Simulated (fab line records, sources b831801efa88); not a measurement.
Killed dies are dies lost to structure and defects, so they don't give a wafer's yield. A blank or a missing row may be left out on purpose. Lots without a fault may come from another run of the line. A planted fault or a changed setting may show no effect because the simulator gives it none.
Which tool did it? | flow sfq_line | 6 lots, 18 wafers sampled, at 4 steps of a route of 325

WHAT THE GAUGES READ, wafer by wafer
SFQ_M1_RS_MEAS_909: measures by four-point-probe.
lot  | measured     | on            | M1_NB_RS (ohm/sq)
L987 | day 13 15:17 | film_metro-02 | 0.872 0.878 0.881
L989 | day 14 10:35 | film_metro-04 | 0.891 0.877 0.891
L991 | day 14 23:48 | film_metro-01 | 0.893 0.905 0.900
L101 | day 17 12:22 | film_metro-02 | 0.880 1.584 1.536
L103 | day 18 01:35 | film_metro-01 | 0.915 0.906 0.892
L108 | day 20 03:46 | film_metro-04 | 0.897 0.897 0.889

WHICH TOOL RAN EACH LOT (tool, then ch and the chambers of the sampled wafers, then the start)
lot  | SFQ_TRILAYER_L0_VIA_STRIP_STRIP_017 | SFQ_TRILAYER_M0_STRIP_STRIP_025   | SFQ_TRILAYER_M1_DEP_SPUTTER_037
L987 | rie_metal-01 ch 0,1, day 8 17:24    | rie_metal-03 ch 0,1, day 9 09:19  | pvd_sputter-04, day 13 15:08
L989 | rie_metal-04 ch 0,1, day 9 05:37    | rie_metal-03 ch 0,1, day 9 13:55  | pvd_sputter-03, day 14 10:29
L991 | rie_metal-01 ch 1, day 9 16:46      | rie_metal-02 ch 0, day 10 01:28   | pvd_sputter-03, day 14 23:41
L101 | rie_metal-03 ch 0,1, day 12 09:01   | rie_metal-04 ch 0, day 12 12:34   | pvd_sputter-04, day 17 12:17
L103 | rie_metal-03 ch 0, day 13 00:37     | rie_metal-02 ch 0,1, day 13 04:36 | pvd_sputter-03, day 18 01:29
L108 | rie_metal-01 ch 0,1, day 14 18:01   | rie_metal-03 ch 0,1, day 19 15:07 | pvd_sputter-06, day 20 03:39
- SFQ_TRILAYER_L0_VIA_STRIP_STRIP_017: strips in O2.
- SFQ_TRILAYER_M0_STRIP_STRIP_025: strips in O2.
- SFQ_TRILAYER_M1_DEP_SPUTTER_037: material Nb, target thk 200 nm, time 133.3 s.

THE ANSWER, worked out from the rows above alone
Rule: what is usual is taken from the lots themselves. Put in order of their means at a reading, lots are off if they are a third of the lots or fewer, leave a main group of 4 or more, and stand apart from it by a gap of 3 or more times the standard deviation of the main group's means; of several such gaps the widest counts. A main group whose means are all the same, to the digits that the tables above print for the reading, isn't used. A lot without any number at a reading at which 4 lots or more have one is off too. The other lots that the step has rows for count as sound.
Off: L101, at SFQ_M1_RS_MEAS_909 (M1_NB_RS). The main group: mean 0.892 ohm/sq, standard deviation 0.0097.
A tool fits if, at a process step before that reading, it ran every lot that is off, and no sound lot after the first of them. The gauges at SFQ_M1_RS_MEAS_909 are tried like those tools. Can't be told from this: 3 tools fit, rie_metal-04 at SFQ_TRILAYER_M0_STRIP_STRIP_025, pvd_sputter-04 at SFQ_TRILAYER_M1_DEP_SPUTTER_037, film_metro-02 at SFQ_M1_RS_MEAS_909.

WHAT THE SIMULATOR HAD PUT IN
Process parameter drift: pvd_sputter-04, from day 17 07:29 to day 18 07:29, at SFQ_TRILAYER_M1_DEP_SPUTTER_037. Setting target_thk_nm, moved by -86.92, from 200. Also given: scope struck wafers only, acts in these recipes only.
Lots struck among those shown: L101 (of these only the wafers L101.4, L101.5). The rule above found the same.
